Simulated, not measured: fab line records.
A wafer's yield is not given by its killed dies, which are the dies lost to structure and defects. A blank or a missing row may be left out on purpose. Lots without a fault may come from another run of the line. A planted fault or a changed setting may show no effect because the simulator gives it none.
Matching of chambers || flow sky130 || SKY_VIA2_CMP_02 on cmp-01: 4 sister chambers
The step polishes SiO2. 8 wafers are shown with their chamber, then 9 later ones without.

== EACH WAFER AND ITS CHAMBER ==
{"wafer": "L849.3", "chamber": 2, "motorCurrentA (A)": 10.8, "retainingRingPressureFrac": 1.011}
{"wafer": "L853.5", "chamber": 2, "motorCurrentA (A)": 10.1, "retainingRingPressureFrac": 1.000}
{"wafer": "L860.2", "chamber": 3, "motorCurrentA (A)": 11.5, "retainingRingPressureFrac": 0.994}
{"wafer": "L860.5", "chamber": 1, "motorCurrentA (A)": 11.6, "retainingRingPressureFrac": 1.002}
{"wafer": "L860.6", "chamber": 0, "motorCurrentA (A)": 13.3, "retainingRingPressureFrac": 0.996}
{"wafer": "L862.4", "chamber": 3, "motorCurrentA (A)": 11.2, "retainingRingPressureFrac": 1.004}
{"wafer": "L862.5", "chamber": 1, "motorCurrentA (A)": 10.9, "retainingRingPressureFrac": 0.998}
{"wafer": "L862.6", "chamber": 0, "motorCurrentA (A)": 12.9, "retainingRingPressureFrac": 1.004}

== WAFERS WITH NO CHAMBER GIVEN ==
{"wafer": "L863.1", "motorCurrentA (A)": 11.1, "retainingRingPressureFrac": 1.000}
{"wafer": "L863.4", "motorCurrentA (A)": 12.7, "retainingRingPressureFrac": 0.997}
{"wafer": "L863.6", "motorCurrentA (A)": 12.7, "retainingRingPressureFrac": 1.000}
{"wafer": "L865.3", "motorCurrentA (A)": 11.2, "retainingRingPressureFrac": 0.998}
{"wafer": "L865.4", "motorCurrentA (A)": 10.6, "retainingRingPressureFrac": 1.012}
{"wafer": "L865.6", "motorCurrentA (A)": 11.4, "retainingRingPressureFrac": 0.998}
{"wafer": "L866.2", "motorCurrentA (A)": 11.5, "retainingRingPressureFrac": 0.999}
{"wafer": "L866.4", "motorCurrentA (A)": 12.9, "retainingRingPressureFrac": 0.998}
{"wafer": "L866.6", "motorCurrentA (A)": 11.1, "retainingRingPressureFrac": 0.998}

== EACH ONE'S CHAMBER ==
{"wafer": "L863.1", "from the rows above": "can't be placed: 1 or 3 or 2", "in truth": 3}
{"wafer": "L863.4", "from the rows above": 0, "in truth": 0}
{"wafer": "L863.6", "from the rows above": 0, "in truth": 0}
{"wafer": "L865.3", "from the rows above": "can't be placed: 1 or 3 or 2", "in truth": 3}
{"wafer": "L865.4", "from the rows above": "can't be placed: 2 or 1 or 3", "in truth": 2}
{"wafer": "L865.6", "from the rows above": "can't be placed: 3 or 1", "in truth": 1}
{"wafer": "L866.2", "from the rows above": "can't be placed: 3 or 1", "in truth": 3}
{"wafer": "L866.4", "from the rows above": 0, "in truth": 0}
{"wafer": "L866.6", "from the rows above": "can't be placed: 1 or 3 or 2", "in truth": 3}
Correctly placed: 3 of 9. These rows do not allow placing 6 (true chamber among the candidates in 6). Wrongly placed: 0.
How it was worked out, from the rows above alone: a wafer's distance from a chamber is the root of the sum, over the readings, of the square of ((its reading less the chamber's mean) divided by the reading's scatter). If the next closest chamber is less than 2 further off than the closest, the wafer can't be placed; otherwise it belongs to the closest. For every chamber, the mean is computed from those of its wafers that are shown. How the scatter is found: for the shown wafers, subtract from each reading the mean of its chamber, square and add these, divide the total by (wafers less chambers), then take the root.
